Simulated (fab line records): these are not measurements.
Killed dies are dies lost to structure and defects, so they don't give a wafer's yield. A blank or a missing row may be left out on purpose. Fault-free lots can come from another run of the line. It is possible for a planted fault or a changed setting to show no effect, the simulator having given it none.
Chamber matching / flow gf180mcu / GF_V5_CMP_26 on cmp-02 has 4 sister chambers
The step polishes, stops on SiO2, t overpolish 15 s, target thk 0 nm. 8 wafers are shown with their chamber, then 7 later ones without.

WAFERS WITH THEIR CHAMBER
wafer=L659.3; chamber=2; motor_current_A (A)=11.1; time_to_endpoint_s (s)=82
wafer=L659.5; chamber=3; motor_current_A (A)=9.1; time_to_endpoint_s (s)=77
wafer=L660.1; chamber=0; motor_current_A (A)=10.3; time_to_endpoint_s (s)=83
wafer=L676.1; chamber=1; motor_current_A (A)=11.4; time_to_endpoint_s (s)=96
wafer=L676.2; chamber=3; motor_current_A (A)=9.8; time_to_endpoint_s (s)=83
wafer=L676.6; chamber=2; motor_current_A (A)=11.3; time_to_endpoint_s (s)=84
wafer=L677.1; chamber=0; motor_current_A (A)=10.8; time_to_endpoint_s (s)=83
wafer=L677.2; chamber=1; motor_current_A (A)=11.3; time_to_endpoint_s (s)=84

WAFERS WHOSE CHAMBER IS MISSING
wafer=L677.4; motor_current_A (A)=11.2; time_to_endpoint_s (s)=80
wafer=L678.1; motor_current_A (A)=11.4; time_to_endpoint_s (s)=81
wafer=L678.3; motor_current_A (A)=12.1; time_to_endpoint_s (s)=88
wafer=L678.6; motor_current_A (A)=11.9; time_to_endpoint_s (s)=91
wafer=L679.3; motor_current_A (A)=10.4; time_to_endpoint_s (s)=84
wafer=L679.4; motor_current_A (A)=9.5; time_to_endpoint_s (s)=77
wafer=L679.6; motor_current_A (A)=10.8; time_to_endpoint_s (s)=86

WHICH CHAMBER EACH ONE RAN IN
wafer=L677.4; from the rows above=can't be placed: 2 or 1 or 0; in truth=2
wafer=L678.1; from the rows above=can't be placed: 2 or 1 or 0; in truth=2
wafer=L678.3; from the rows above=can't be placed: 1 or 2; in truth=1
wafer=L678.6; from the rows above=can't be placed: 1 or 2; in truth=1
wafer=L679.3; from the rows above=0; in truth=0
wafer=L679.4; from the rows above=3; in truth=3
wafer=L679.6; from the rows above=can't be placed: 0 or 2 or 1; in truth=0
Placed correctly: 2 of 7. From these rows, 5 cannot be placed; in 5 the true chamber is one of the candidates. Placed wrongly: 0.
How it was worked out, from the rows above alone: a wafer's distance from a chamber is the root of the sum, over the readings, of the square of ((its reading less the chamber's mean) divided by the reading's scatter). If the next closest chamber is less than 2 further off than the closest, the wafer can't be placed; otherwise it belongs to the closest. A chamber's mean is the mean of its shown wafers. The scatter: the root of (the sum of the squares of (reading less its chamber's mean) over the shown wafers, divided by (wafers less chambers)).
